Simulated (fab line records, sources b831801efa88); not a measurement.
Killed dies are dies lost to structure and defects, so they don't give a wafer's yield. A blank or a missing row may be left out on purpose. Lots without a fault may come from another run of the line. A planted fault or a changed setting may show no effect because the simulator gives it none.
fab line records | flow gf180mcu
record lots=5 wafers=15 last_day=34
route steps=602 shown SALICIDE@278 CONTACT@287 M1@315
lots that met no fault: from a run of the same line without faults
start_h: hours from the record's first day to the start of the lot's first wafer shown | wait_h: hours since the lot's step before | " the same as in the row above | L1.1+2: a row that stands for several wafers | - no value, or no start given | * or withheld: withheld | < > ~ a bound
route shown NAME@n: a module of which the file shows steps, and the number in the route of the first | usual: mean/standard deviation of fault-free wafers | same: alike in all rows | chamber/n: place in a boat | sites: the reading at each site | _std_site: their standard deviation | _edge_site: outer sites' mean less inner sites' | radius_mm: how far each site lies from the wafer's centre | mask NAME#n: copy n | behind: the tool/chamber that last shaped the wafer | hold: why the lot was held/for how many hours/how that ended | device: the transistor (n, p or np) that didn't switch | end of line: the same wafers' tests at the end of the route | a step without rows: its recipe alone | killed: dies lost to structure and defects at the first sort, not the wafer's yield | map: a wafer's dies, x killed, . not, _ none there
set.NAME: the setting as run; set.NAME@STEP: as run at that earlier step | model.NAME: the simulator's own value behind a step, which no gauge read
lots at some steps of the route; a table a step, a row a wafer
services: from which hour (start_h, from the record's first day; less than 0 if before it) a tool's chamber was out of use, for how many hours, and why
## steps
# step GF_SALICIDE_CLEAN_00
# recipe chemistry=SC1/SC2 mix=1:4:20 temp_c=70 time_s=150
# same time_s=150
# columns lot.wafer tool chamber start_h wait_h
L078.1+2+4 wet_bench-03 3 384.01 0.1
L088.3+4+6 wet_bench-03 1 468.21 0.0
L094.2+3+6 wet_bench-03 0 519.32 0.1
L096.2+4+6 wet_bench-01 1 530.41 0.1
L097.1+3+6 wet_bench-03 1 535.98 0.1
# step GF_SALICIDE_WET_ETCH_01
# recipe chemistry=dHF target_depth_nm=5 dry=ipa_marangoni target=SiO2 temp_c=25 dilution=100:1 time_s=100
# same time_s=100
# columns lot.wafer tool chamber start_h wait_h
L078.1+2+4 wet_bench-03 3 384.06 0.0
L088.3+4+6 wet_bench-01 0 468.27 0.0
L094.2+3+6 wet_bench-01 0 519.38 0.0
L096.2+4+6 wet_bench-03 2 530.46 0.0
L097.1+3+6 wet_bench-04 0 536.03 0.0
# step GF_SALICIDE_SPUTTER_02
# recipe material=Co target_thk_nm=10 power_w=1000 time_s=20 chamber_pressure_pa=0.4
# usual throttle_valve_pct=30.0/1.1
# same time_s=20
# columns lot.wafer tool chamber start_h wait_h throttle_valve_pct
L078.1 pvd_sputter-04 - 384.10 0.0 30.6
L078.2 " - " " 30.4
L078.4 " - " " 30.7
L088.3 pvd_sputter-02 - 468.30 0.0 29.8
L088.4 " - " " 27.8
L088.6 " - " " 30.3
L094.2 pvd_sputter-03 - 519.42 0.0 32.3
L094.3 " - " " 30.5
L094.6 " - " " 30.3
L096.2 pvd_sputter-02 - 530.50 0.0 28.2
L096.4 " - " " 29.6
L096.6 " - " " 28.0
L097.1 pvd_sputter-04 - 536.07 0.0 30.4
L097.3 " - " " 30.5
L097.6 " - " " 30.3
# step GF_SALICIDE_SPUTTER_03
# recipe material=TiN target_thk_nm=20 power_w=6676 time_s=16.7 chamber_pressure_pa=0.4
# usual throttle_valve_pct=30.0/1.1
# same time_s=16.7
# columns lot.wafer tool chamber start_h wait_h throttle_valve_pct
L078.1 pvd_sputter-04 - 384.12 0.0 30.7
L078.2 " - " " 30.6
L078.4 " - " " 30.6
L088.3 pvd_sputter-02 - 468.33 0.0 29.9
L088.4 " - " " 28.0
L088.6 " - " " 30.4
L094.2 pvd_sputter-03 - 519.45 0.0 32.0
L094.3 " - " " 30.4
L094.6 " - " " 30.3
L096.2 pvd_sputter-02 - 530.53 0.0 27.9
L096.4 " - " " 29.5
L096.6 " - " " 28.2
L097.1 pvd_sputter-04 - 536.10 0.0 30.5
L097.3 " - " " 30.6
L097.6 " - " " 30.2
# step GF_SALICIDE_RS_MEAS_04
# recipe thk_meas_gauge=four-point-probe reads=TiN_of_SALICIDE_SPUTTER_03+Co_of_SALICIDE_SPUTTER_02
# usual SALICIDE_TIN_RS=16.1/0.35
# columns lot.wafer tool chamber start_h wait_h SALICIDE_TIN_RS[ohm/sq]
L078.1 film_metro-04 - 384.15 0.0 15.7
L078.2 " - " " 16.0
L078.4 " - " " 16.0
L088.3 film_metro-03 - 468.40 0.1 16.1
L088.4 " - " " 16.8
L088.6 " - " " 16.5
L094.2 film_metro-02 - 519.49 0.0 15.9
L094.3 " - " " 15.4
L094.6 " - " " 15.4
L096.2 film_metro-03 - 530.57 0.0 16.3
L096.4 " - " " 15.9
L096.6 " - " " 16.1
L097.1 film_metro-03 - 536.12 0.0 16.4
L097.3 " - " " 16.5
L097.6 " - " " 16.3
# step GF_SALICIDE_THK_MEAS_05
# recipe thk_meas_gauge=xrf reads=TiN_of_SALICIDE_SPUTTER_03
# usual SALICIDE_TIN_THK=20.4/0.33
# columns lot.wafer tool chamber start_h wait_h SALICIDE_TIN_THK[nm]
L078.1 film_metro-04 - 384.27 0.1 20.6
L078.2 " - " " 20.6
L078.4 " - " " 20.5
L088.3 film_metro-03 - 468.50 0.1 20.4
L088.4 " - " " 20.5
L088.6 " - " " 20.1
L094.2 film_metro-02 - 519.60 0.1 20.5
L094.3 " - " " 20.6
L094.6 " - " " 20.7
L096.2 film_metro-03 - 530.68 0.1 20.2
L096.4 " - " " 19.9
L096.6 " - " " 19.9
L097.1 film_metro-03 - 536.24 0.1 20.0
L097.3 " - " " 19.7
L097.6 " - " " 19.5
# step GF_SALICIDE_RTA_06
# recipe temp_c=530 time_s=30 ambient=N2
# usual lamp_power_pct=6.10/0.23 wafer_temp_C_max=533.2/0.55
# same time_s=30
# columns lot.wafer tool chamber start_h wait_h lamp_power_pct wafer_temp_C_max
L078.1 rtp_anneal-02 0 384.33 0.1 6.31 533.7
L078.2 " 0 " " 6.31 532.8
L078.4 " 0 " " 6.31 533.4
L088.3 rtp_anneal-01 0 468.57 0.1 5.85 533.2
L088.4 " 0 " " 5.85 533.6
L088.6 " 0 " " 5.85 532.2
L094.2 rtp_anneal-02 0 519.67 0.1 6.31 533.9
L094.3 " 0 " " 6.31 533.9
L094.6 " 0 " " 6.31 532.4
L096.2 rtp_anneal-01 0 530.75 0.1 5.85 533.1
L096.4 " 0 " " 5.85 533.7
L096.6 " 0 " " 5.85 534.1
L097.1 rtp_anneal-02 0 536.30 0.1 6.31 534.0
L097.3 " 0 " " 6.31 532.5
L097.6 " 0 " " 6.31 533.0
# step GF_SALICIDE_WET_ETCH_07
# recipe chemistry=SPM target_depth_nm=120 dry=n2_spin
# columns lot.wafer tool chamber start_h wait_h
L078.1+2+4 wet_bench-04 3 384.43 0.1
L088.3+4+6 wet_bench-04 1 468.64 0.1
L094.2+3+6 wet_bench-01 1 519.75 0.1
L096.2+4+6 wet_bench-04 2 530.83 0.1
L097.1+3+6 wet_bench-01 2 536.40 0.1
# step GF_SALICIDE_RTA_08
# recipe temp_c=800 time_s=30 ambient=N2
# usual lamp_power_pct=16.8/0.63 wafer_temp_C_max=804.8/0.87
# same time_s=30
# columns lot.wafer tool chamber start_h wait_h lamp_power_pct wafer_temp_C_max
L078.1 rtp_anneal-01 0 384.53 0.0 16.2 804.2
L078.2 " 0 " " 16.2 805.1
L078.4 " 0 " " 16.3 804.4
L088.3 rtp_anneal-02 0 468.76 0.0 17.5 804.4
L088.4 " 0 " " 17.5 805.9
L088.6 " 0 " " 17.5 804.5
L094.2 rtp_anneal-01 0 519.87 0.0 16.2 805.6
L094.3 " 0 " " 16.3 805.5
L094.6 " 0 " " 16.2 803.9
L096.2 rtp_anneal-02 0 530.94 0.0 17.5 807.3
L096.4 " 0 " " 17.5 804.4
L096.6 " 0 " " 17.5 805.2
L097.1 rtp_anneal-01 0 536.50 0.0 16.3 804.7
L097.3 " 0 " " 16.3 806.3
L097.6 " 0 " " 16.2 805.1
# step GF_CONTACT_CVD_00
# recipe material=SiO2 target_thk_nm=300 sigma_open_frac=0.3 temp_c=400 time_s=50 sih4_flow_sccm=60 pressure_mtorr=6
# same time_s=50
# columns lot.wafer tool chamber start_h wait_h
L078.1+2+4 hdpcvd-01 1,2,2 384.63 0.1
L088.3+4+6 hdpcvd-02 1,1,0 468.83 0.1
L094.2+3+6 hdpcvd-02 0,1,2 519.95 0.1
L096.2+4+6 hdpcvd-02 0,2,0 531.03 0.1
L097.1+3+6 hdpcvd-02 2,1,2 536.60 0.1
# step GF_CONTACT_THK_MEAS_01
# recipe reads=SiO2_of_CONTACT_CVD_00
# usual CONTACT_CVD_00_THK=300.0/2.9
# columns lot.wafer tool chamber start_h wait_h CONTACT_CVD_00_THK[nm]
L078.1 film_metro-02 - 384.67 0.0 298.0
L078.2 " - " " 302.6
L078.4 " - " " 297.8
L088.3 film_metro-02 - 468.89 0.0 306.0
L088.4 " - " " 304.8
L088.6 " - " " 297.7
L094.2 film_metro-04 - 520.02 0.0 300.0
L094.3 " - " " 302.9
L094.6 " - " " 300.7
L096.2 film_metro-04 - 531.08 0.0 296.8
L096.4 " - " " 295.3
L096.6 " - " " 298.0
L097.1 film_metro-02 - 536.69 0.1 301.4
L097.3 " - " " 305.6
L097.6 " - " " 302.9
# step GF_CONTACT_CVD_02
# recipe material=SiO2 target_thk_nm=860 precursor=TEOS temp_c=400 time_s=95.992 rf_w=600
# usual heater_power_w=697/110
# same time_s=95.992
# columns lot.wafer tool chamber start_h wait_h heater_power_w
L078.1 pecvd-02 2 384.73 0.1 658
L078.2 " 0 " " 738
L078.4 " 0 " " 772
L088.3 pecvd-04 0 468.93 0.0 817
L088.4 " 0 " " 640
L088.6 " 2 " " 774
L094.2 pecvd-03 1 520.07 0.0 622
L094.3 " 2 " " 746
L094.6 " 1 " " 670
L096.2 pecvd-02 0 531.13 0.0 664
L096.4 " 1 " " 792
L096.6 " 0 " " 710
L097.1 pecvd-03 0 536.75 0.1 640
L097.3 " 1 " " 632
L097.6 " 0 " " 659
# step GF_CONTACT_THK_MEAS_03
# recipe reads=SiO2_of_CONTACT_CVD_02
# usual CONTACT_CVD_02_THK=860/11
# columns lot.wafer tool chamber start_h wait_h CONTACT_CVD_02_THK[nm]
L078.1 film_metro-02 - 384.87 0.1 846
L078.2 " - " " 852
L078.4 " - " " 856
L088.3 film_metro-02 - 469.02 0.1 855
L088.4 " - " " 870
L088.6 " - " " 866
L094.2 film_metro-02 - 520.15 0.0 849
L094.3 " - " " 840
L094.6 " - " " 850
L096.2 film_metro-02 - 531.21 0.0 850
L096.4 " - " " 867
L096.6 " - " " 861
L097.1 film_metro-04 - 536.82 0.0 858
L097.3 " - " " 857
L097.6 " - " " 873
# step GF_CONTACT_CMP_04
# recipe material=SiO2 down_force_psi=4 platen_rpm=60 pad_velocity_m_s=0.94248
# usual motor_current_A=12.0/1 time_to_endpoint_s=110/5
# columns lot.wafer tool chamber start_h wait_h motor_current_A time_to_endpoint_s
L078.2 cmp-01 3 384.93 0.0 11.3 112
L078.1 " 0 " " 11.8 105
L078.4 " 2 " " 9.7 113
L088.3 cmp-01 0 469.06 0.0 11.8 104
L088.4 " 2 " " 10.4 113
L088.6 " 1 " " 12.0 106
L094.2 cmp-02 1 520.39 0.2 13.2 102
L094.3 " 3 " " 12.8 101
L094.6 " 1 " " 13.5 102
L096.4 cmp-01 0 531.31 0.1 11.9 110
L096.2 " 2 " " 9.4 108
L096.6 " 3 " " 11.2 108
L097.3 cmp-01 3 536.88 0.0 11.5 110
L097.1 " 2 " " 10.3 114
L097.6 " 0 " " 11.3 116
# step GF_CONTACT_BOW_MEAS_05
# recipe mode=bow
# usual CONTACT_BOW=67/7.4
# columns lot.wafer tool chamber start_h wait_h CONTACT_BOW[um]
L078.1 film_metro-02 - 385.23 0.2 67
L078.2 " - " " 70
L078.4 " - " " 71
L088.3 film_metro-02 - 469.40 0.3 66
L088.4 " - " " 81
L088.6 " - " " 70
L094.2 film_metro-02 - 520.66 0.2 62
L094.3 " - " " 65
L094.6 " - " " 59
L096.2 film_metro-04 - 531.58 0.1 74
L096.4 " - " " 67
L096.6 " - " " 76
L097.1 film_metro-04 - 537.18 0.1 67
L097.3 " - " " 60
L097.6 " - " " 59
# step GF_CONTACT_DEHYDRATE_06
# recipe temp_c=200 time_s=60
# same time_s=60
# columns lot.wafer tool chamber start_h wait_h
L078.1+2+4 litho_track-04 0 395.52 10.3
L088.3+4+6 litho_track-03 0 481.23 11.8
L094.2+3+6 litho_track-04 0 531.64 11.0
L096.2+4+6 litho_track-02 0 542.13 10.5
L097.1+3+6 litho_track-02 0 547.30 10.1
# step GF_CONTACT_HMDS_07
# recipe prime_time_s=60 prime_temp_c=120
# columns lot.wafer tool chamber start_h wait_h
L078.1+2+4 litho_track-04 0 395.67 0.1
L088.3+4+6 litho_track-03 0 481.38 0.1
L094.2+3+6 litho_track-04 0 531.79 0.1
L096.2+4+6 litho_track-02 0 542.28 0.1
L097.1+3+6 litho_track-02 0 547.45 0.1
# step GF_CONTACT_COAT_08
# recipe resist=BARC temp_c=withheld time_s=withheld spin_rpm=withheld resist_thk_nm=withheld
# columns lot.wafer tool chamber start_h wait_h
L078.1+2+4 litho_track-04 0 395.82 0.1
L088.3+4+6 litho_track-03 0 481.53 0.1
L094.2+3+6 litho_track-04 0 531.94 0.1
L096.2+4+6 litho_track-02 0 542.43 0.1
L097.1+3+6 litho_track-02 0 547.60 0.1
# step GF_CONTACT_COAT_09
# recipe resist=KrF spin_rpm=withheld resist_thk_nm=1000
# columns lot.wafer tool chamber start_h wait_h
L078.1+2+4 litho_track-04 0 - -
L088.3+4+6 litho_track-03 0 - -
L094.2+3+6 litho_track-04 0 - -
L096.2+4+6 litho_track-02 0 - -
L097.1+3+6 litho_track-02 0 - -
# step GF_CONTACT_SOFTBAKE_10
# recipe temp_c=130 time_s=60 resist=KrF
# same time_s=60
# columns lot.wafer tool chamber start_h wait_h
L078.1+2+4 litho_track-04 0 - -
L088.3+4+6 litho_track-03 0 - -
L094.2+3+6 litho_track-04 0 - -
L096.2+4+6 litho_track-02 0 - -
L097.1+3+6 litho_track-02 0 - -
# step GF_CONTACT_EXPOSE_11
# recipe mask_id=Contact target_cd_nm=220 na=0.68 source_shape=conventional sigma_outer=0.6 dose_mj=38
# same sigma_outer=0.6
# columns lot.wafer tool chamber start_h wait_h mask
L078.1+2+4 krf_scanner-01 0 - - Contact#0
L088.3+4+6 krf_scanner-02 0 - - Contact#0
L094.2+3+6 krf_scanner-02 0 - - Contact#0
L096.2+4+6 krf_scanner-01 0 - - Contact#0
L097.1+3+6 krf_scanner-01 0 - - Contact#0
# step GF_CONTACT_PEB_12
# recipe peb_temp_c=135 peb_time_s=90 resist=KrF
# columns lot.wafer tool chamber start_h wait_h
L078.1+2+4 litho_track-02 0 - -
L088.3+4+6 litho_track-04 0 - -
L094.2+3+6 litho_track-02 0 - -
L096.2+4+6 litho_track-02 0 - -
L097.1+3+6 litho_track-03 0 - -
# step GF_CONTACT_DEVELOP_13
# recipe develop_time_s=60 resist=KrF dev_temp_c=21
# columns lot.wafer tool chamber start_h wait_h
L078.1+2+4 litho_track-02 0 407.75 0.2
L088.3+4+6 litho_track-04 0 492.76 0.1
L094.2+3+6 litho_track-02 0 543.43 0.2
L096.2+4+6 litho_track-02 0 554.43 0.2
L097.1+3+6 litho_track-03 0 558.78 0.2
# step GF_CONTACT_CD_MEAS_14
# recipe target_cd_nm=220
# usual cd_nm=219.6/1.5
# columns lot.wafer tool chamber start_h wait_h cd_nm
L078.1 cd_sem-02 - 407.90 0.1 218.1
L078.2 " - " " 219.9
L078.4 " - " " 218.6
L088.3 cd_sem-01 - 492.90 0.1 219.0
L088.4 " - " " 219.5
L088.6 " - " " 218.5
L094.2 cd_sem-01 - 543.57 0.1 219.2
L094.3 " - " " 220.3
L094.6 " - " " 218.9
L096.2 cd_sem-02 - 554.57 0.1 218.1
L096.4 " - " " 217.9
L096.6 " - " " 217.3
L097.1 cd_sem-01 - 558.93 0.1 219.0
L097.3 " - " " 219.7
L097.6 " - " " 219.2
# step GF_CONTACT_OVL_MEAS_15
# usual CONTACT_OVL=-2/6.2
# columns lot.wafer tool chamber start_h wait_h CONTACT_OVL[nm]
L078.1 overlay-01 - 408.02 0.1 11
L078.2 " - " " 8
L078.4 " - " " 7
L088.3 overlay-01 - 493.00 0.1 -11
L088.4 " - " " -12
L088.6 " - " " -13
L094.2 overlay-01 - 543.68 0.1 -10
L094.3 " - " " -10
L094.6 " - " " -7
L096.2 overlay-01 - 554.68 0.1 7
L096.4 " - " " 6
L096.6 " - " " 11
L097.1 overlay-01 - 559.05 0.1 -4
L097.3 " - " " -6
L097.6 " - " " 2
# step GF_CONTACT_ETCH_16
# recipe chemistry=N2/H2 target_depth_a=withheld overetch_a=withheld time_s=withheld target=BARC ion_energy_ev=200 source_w=500 bias_w=100 pressure_mtorr=30 n2_flow_sccm=100 h2_flow_sccm=200
# usual chamber_pressure_mTorr=30.000/0.027 drypump_motor_current_A=6.0/0.32 h2_flow_sccm=199.9/0.56 oes_product_au=0.854/0.0047 throttle_valve_pct=13.224/0.0098
# columns lot.wafer tool chamber start_h wait_h chamber_pressure_mTorr drypump_motor_current_A h2_flow_sccm oes_product_au throttle_valve_pct
L078.1 rie_diel-02 1 408.06 0.0 29.984 5.8 199.0 0.857 13.219
L078.2 " 2 " " 30.011 5.9 200.3 0.851 13.216
L078.4 " 3 " " 29.974 5.9 199.0 0.862 13.217
L088.3 rie_diel-04 2 493.02 0.0 30.013 6.4 200.3 0.853 13.223
L088.4 " 3 " " 29.968 6.6 200.7 0.857 13.225
L088.6 " 1 " " 29.979 5.9 200.4 0.855 13.221
L094.2 rie_diel-01 3 543.71 0.0 29.987 6.4 199.6 0.860 13.221
L094.3 " 2 " " 29.995 5.6 199.9 0.854 13.215
L094.6 " 2 " " 29.988 5.5 200.6 0.855 13.217
L096.2 rie_diel-02 2 554.71 0.0 29.991 5.9 199.0 0.849 13.211
L096.4 " 0 " " 30.007 6.1 200.2 0.860 13.206
L096.6 " 0 " " 30.064 6.1 200.1 0.862 13.225
L097.1 rie_diel-01 1 559.08 0.0 29.979 5.5 198.4 0.857 13.234
L097.3 " 2 " " 30.017 5.5 199.1 0.849 13.229
L097.6 " 1 " " 29.966 5.5 199.1 0.854 13.230
# step GF_CONTACT_ETCH_17
# recipe chemistry=C4F8/O2/Ar mask_material=KrF target=SiO2 stop_on=CoSi2 source_w=1500 bias_w=1200 pressure_mtorr=40 c4f8_flow_sccm=withheld O2_flow_sccm=6 Ar_flow_sccm=300 time_s=withheld target_depth_a=8600
# usual chamber_pressure_mTorr=40.00/0.033 oes_product_au=0.815/0.0045
# columns lot.wafer tool chamber start_h wait_h chamber_pressure_mTorr oes_product_au
L078.1 rie_diel-02 1 - - 39.96 0.819
L078.2 " 2 " " 39.97 0.815
L078.4 " 3 " " 40.02 0.811
L088.3 rie_diel-04 2 - - 40.01 0.819
L088.4 " 3 " " 40.02 0.819
L088.6 " 1 " " 40.00 0.812
L094.2 rie_diel-01 3 - - 40.03 0.819
L094.3 " 2 " " 39.98 0.818
L094.6 " 2 " " 39.95 0.818
L096.2 rie_diel-02 2 - - 40.00 0.815
L096.4 " 0 " " 40.05 0.814
L096.6 " 0 " " 40.03 0.815
L097.1 rie_diel-01 1 - - 40.01 0.805
L097.3 " 2 " " 40.05 0.809
L097.6 " 1 " " 40.03 0.827
# step GF_CONTACT_STRIP_18
# recipe chemistry=O2/N2 power_w=1400 pressure_mtorr=1500 platen_temp_c=250 o2_flow_sccm=3000 n2_flow_sccm=300 overash_fraction=0.5
# usual chamber_pressure_mTorr=1500.1/1.3 drypump_motor_current_A=6.1/0.54 heater_power_w=334/34 oes_product_au=0.581/0.0049
# columns lot.wafer tool chamber start_h wait_h chamber_pressure_mTorr drypump_motor_current_A heater_power_w oes_product_au rf_hours_counter_h
L078.1 plasma_asher-02 0 408.22 - 1499.7 6.8 359 0.577 74
L078.2 " 1 " " 1499.5 6.5 366 0.585 74
L078.4 " 1 " " 1501.7 6.5 363 0.582 -
L088.3 plasma_asher-04 1 493.22 - 1498.1 5.6 344 0.586 -
L088.4 " 0 " " 1502.8 5.4 264 0.574 -
L088.6 " 1 " " 1500.3 5.5 351 0.582 -
L094.2 plasma_asher-01 0 543.87 - 1499.9 5.8 307 0.587 79
L094.3 " 0 " " 1498.5 5.7 316 0.592 -
L094.6 " 1 " " 1501.7 5.9 306 0.584 -
L096.2 plasma_asher-04 0 554.87 - 1500.1 5.4 262 0.577 47
L096.4 " 1 " " 1501.5 5.6 351 0.573 -
L096.6 " 1 " " 1499.3 5.5 361 0.583 -
L097.1 plasma_asher-04 1 559.25 - 1502.3 5.5 353 0.577 48
L097.3 " 1 " " 1500.9 5.6 359 0.592 -
L097.6 " 1 " " 1500.0 5.6 352 0.585 -
# step GF_CONTACT_CLEAN_19
# recipe chemistry=SPM
# columns lot.wafer tool chamber start_h wait_h
L078.1+2+4 wet_bench-02 2 408.32 0.1
L088.3+4+6 wet_bench-02 1 493.28 0.0
L094.2+3+6 wet_bench-03 0 543.97 0.1
L096.2+4+6 wet_bench-02 2 554.97 0.1
L097.1+3+6 wet_bench-03 2 559.35 0.1
# step GF_CONTACT_CLEAN_20
# recipe chemistry=DIW
# columns lot.wafer tool chamber start_h wait_h
L078.1+2+4 wet_bench-03 1 408.41 0.0
L088.3+4+6 wet_bench-03 0 493.37 0.0
L094.2+3+6 wet_bench-02 0 544.06 0.0
L096.2+4+6 wet_bench-03 1 555.06 0.0
L097.1+3+6 wet_bench-02 2 559.44 0.0
# step GF_CONTACT_CLEAN_21
# recipe chemistry=dHF time_s=20 dilution=100:1 dry=ipa_marangoni
# same time_s=20
# columns lot.wafer tool chamber start_h wait_h
L078.1+2+4 wet_bench-02 2 408.51 0.0
L088.3+4+6 wet_bench-01 0 493.47 0.0
L094.2+3+6 wet_bench-03 2 544.16 0.0
L096.2+4+6 wet_bench-01 2 555.15 0.0
L097.1+3+6 wet_bench-01 2 559.53 0.0
# step GF_CONTACT_SPUTTER_22
# recipe material=Ti target_thk_nm=15 chamber_pressure_pa=5 power_w=2500 substrate_temp_c=200 time_s=80.02
# usual throttle_valve_pct=29.8/0.94
# same time_s=80.02
# columns lot.wafer tool chamber start_h wait_h throttle_valve_pct
L078.1 pvd_sputter-01 - 408.52 0.0 28.4
L078.2 " - " " 29.5
L078.4 " - " " 29.0
L088.3 pvd_sputter-04 - 493.49 0.0 30.6
L088.4 " - " " 30.1
L088.6 " - " " 30.5
L094.2 pvd_sputter-01 - 544.18 0.0 29.8
L094.3 " - " " 29.2
L094.6 " - " " 29.8
L096.2 pvd_sputter-03 - 555.17 0.0 28.7
L096.4 " - " " 30.3
L096.6 " - " " 28.6
L097.1 pvd_sputter-04 - 559.54 0.0 30.3
L097.3 " - " " 30.8
L097.6 " - " " 30.5
# step GF_CONTACT_SPUTTER_23
# recipe material=TiN target_thk_nm=10 chamber_pressure_pa=5 power_w=4141 time_s=40
# usual throttle_valve_pct=29.8/0.94
# same time_s=40
# columns lot.wafer tool chamber start_h wait_h throttle_valve_pct
L078.1 pvd_sputter-01 - 408.58 0.0 28.5
L078.2 " - " " 29.7
L078.4 " - " " 29.0
L088.3 pvd_sputter-04 - 493.55 0.0 30.6
L088.4 " - " " 30.4
L088.6 " - " " 30.8
L094.2 pvd_sputter-01 - 544.24 0.0 29.8
L094.3 " - " " 29.3
L094.6 " - " " 30.0
L096.2 pvd_sputter-03 - 555.23 0.0 28.6
L096.4 " - " " 30.2
L096.6 " - " " 28.7
L097.1 pvd_sputter-04 - 559.60 0.0 30.2
L097.3 " - " " 30.6
L097.6 " - " " 30.4
# step GF_CONTACT_CVD_24
# recipe material=W target_thk_nm=300 time_s=90.339 temp_c=400 pressure_torr=40
# usual heater_power_w=945/100
# same time_s=90.339
# columns lot.wafer tool chamber start_h wait_h heater_power_w
L078.1 cvd_w-02 1 408.62 0.0 892
L078.2 " 0 " " 866
L078.4 " 0 " " 885
L088.3 cvd_w-02 0 493.62 0.1 878
L088.4 " 1 " " 874
L088.6 " 0 " " 872
L094.2 cvd_w-01 0 544.28 0.0 1000
L094.3 " 0 " " 1010
L094.6 " 1 " " 1124
L096.2 cvd_w-02 1 555.27 0.0 875
L096.4 " 1 " " 874
L096.6 " 0 " " 891
L097.1 cvd_w-02 1 559.64 0.0 907
L097.3 " 0 " " 901
L097.6 " 1 " " 907
# step GF_CONTACT_RS_MEAS_25
# recipe thk_meas_gauge=four-point-probe reads=W_of_CONTACT_CVD_24+TiN_of_CONTACT_SPUTTER_23+Ti_of_CONTACT_SPUTTER_22
# usual CONTACT_W_RS=0.384/0.004
# columns lot.wafer tool chamber start_h wait_h CONTACT_W_RS[ohm/sq]
L078.1 film_metro-04 - 408.72 0.1 0.388
L078.2 " - " " 0.384
L078.4 " - " " 0.388
L088.3 film_metro-02 - 493.73 0.1 0.381
L088.4 " - " " 0.390
L088.6 " - " " 0.381
L094.2 film_metro-02 - 544.40 0.1 0.384
L094.3 " - " " 0.390
L094.6 " - " " 0.387
L096.2 film_metro-02 - 555.39 0.1 0.390
L096.4 " - " " 0.390
L096.6 " - " " 0.380
L097.1 film_metro-04 - 559.74 0.1 0.387
L097.3 " - " " 0.377
L097.6 " - " " 0.389
# step GF_CONTACT_THK_MEAS_26
# recipe thk_meas_gauge=xrf reads=W_of_CONTACT_CVD_24
# usual CONTACT_W_THK=319/4.2
# columns lot.wafer tool chamber start_h wait_h CONTACT_W_THK[nm]
L078.1 film_metro-04 - 408.84 0.1 319
L078.2 " - " " 323
L078.4 " - " " 318
L088.3 film_metro-02 - 493.83 0.1 321
L088.4 " - " " 312
L088.6 " - " " 320
L094.2 film_metro-02 - 544.51 0.1 319
L094.3 " - " " 313
L094.6 " - " " 314
L096.2 film_metro-02 - 555.50 0.1 312
L096.4 " - " " 314
L096.6 " - " " 322
L097.1 film_metro-04 - 559.86 0.1 318
L097.3 " - " " 325
L097.6 " - " " 314
# step GF_CONTACT_CMP_27
# recipe stop_on=SiO2 down_force_psi=3.5 platen_rpm=60 t_overpolish_s=15 target_thk_nm=0 pad_velocity_m_s=0.94248
# usual motor_current_A=11.3/0.9 overpolish_run_s=14.998/0.0092 time_to_endpoint_s=73/3.3
# columns lot.wafer tool chamber start_h wait_h motor_current_A overpolish_run_s time_to_endpoint_s
L078.4 cmp-02 0 408.90 0.0 11.1 14.999 72
L078.2 " 1 " " 12.5 15.005 70
L078.1 " 2 " " 11.1 14.994 75
L088.3 cmp-02 1 493.92 0.1 12.1 14.997 68
L088.4 " 3 " " 12.3 14.993 71
L088.6 " 1 " " 11.9 14.984 67
L094.2 cmp-02 1 544.66 0.1 11.2 14.982 69
L094.3 " 2 " " 10.7 15.011 70
L094.6 " 3 " " 12.8 15.007 71
L096.2 cmp-02 3 555.60 0.1 11.6 15.003 74
L096.4 " 1 " " 11.9 14.987 68
L096.6 " 3 " " 12.4 15.013 75
L097.1 cmp-02 3 559.97 0.1 12.3 15.017 73
L097.3 " 1 " " 11.3 14.994 71
L097.6 " 3 " " 11.9 15.006 71
# step GF_M1_SPUTTER_00
# recipe material=Ti target_thk_nm=37.5 arriving_ion_energy_ev=80 substrate_temp_c=200 chamber_pressure_pa=2 power_w=4000 time_s=150
# usual throttle_valve_pct=29.7/0.79
# same time_s=150
# columns lot.wafer tool chamber start_h wait_h throttle_valve_pct
L078.1 pvd_sputter-04 - 409.20 0.1 30.5
L078.2 " - " " 30.3
L078.4 " - " " 30.5
L088.3 pvd_sputter-01 - 494.17 0.2 29.1
L088.4 " - " " 28.7
L088.6 " - " " 30.0
L094.2 pvd_sputter-04 - 544.86 0.1 30.5
L094.3 " - " " 30.6
L094.6 " - " " 30.4
L096.2 pvd_sputter-02 - 555.85 0.2 29.6
L096.4 " - " " 30.2
L096.6 " - " " 30.4
L097.1 pvd_sputter-04 - 560.22 0.2 30.5
L097.3 " - " " 30.0
L097.6 " - " " 31.0
# step GF_M1_SPUTTER_01
# recipe material=TiN target_thk_nm=30 power_w=6500 time_s=25 chamber_pressure_pa=0.4
# usual throttle_valve_pct=29.8/0.8
# same time_s=25
# columns lot.wafer tool chamber start_h wait_h throttle_valve_pct
L078.1 pvd_sputter-04 - 409.31 0.1 30.4
L078.2 " - " " 30.2
L078.4 " - " " 30.6
L088.3 pvd_sputter-01 - 494.27 0.1 29.0
L088.4 " - " " 28.5
L088.6 " - " " 29.9
L094.2 pvd_sputter-04 - 544.96 0.1 30.6
L094.3 " - " " 30.6
L094.6 " - " " 30.8
L096.2 pvd_sputter-02 - 555.96 0.1 29.6
L096.4 " - " " 30.0
L096.6 " - " " 30.2
L097.1 pvd_sputter-04 - 560.32 0.1 30.4
L097.3 " - " " 30.5
L097.6 " - " " 30.3
## services
# columns tool chamber start_h hours kind
wet_bench-02 - 363.45 2.3 repair
hdpcvd-02 0 369.09 3.0 repair
rie_diel-01 0 372.04 5.1 repair
rtp_anneal-01 - 373.29 1.2 pm
cmp-01 - 388.77 0.2 repair
cvd_w-02 - 390.00 14.0 pm
rie_diel-02 - 390.54 4.3 pm
rie_diel-01 - 396.11 14.1 repair
cmp-02 - 404.23 4.0 pm
rie_diel-01 1 404.81 14.8 repair
cmp-01 - 411.23 0.5 repair
rie_diel-01 - 411.89 0.2 repair
hdpcvd-02 - 413.23 5.5 pm
cmp-01 - 418.61 1.3 repair
hdpcvd-02 0 419.13 6.4 repair
cmp-02 - 426.42 1.7 repair
cmp-01 - 466.70 1.0 repair
cvd_w-02 - 479.35 1.3 repair
pvd_sputter-04 - 482.27 6.6 repair
pvd_sputter-02 - 509.57 7.5 repair
pvd_sputter-04 - 513.08 6.4 repair
pvd_sputter-01 - 532.12 3.2 repair
pvd_sputter-02 - 538.51 15.4 repair
pvd_sputter-01 - 548.85 2.0 repair
## key
fault none
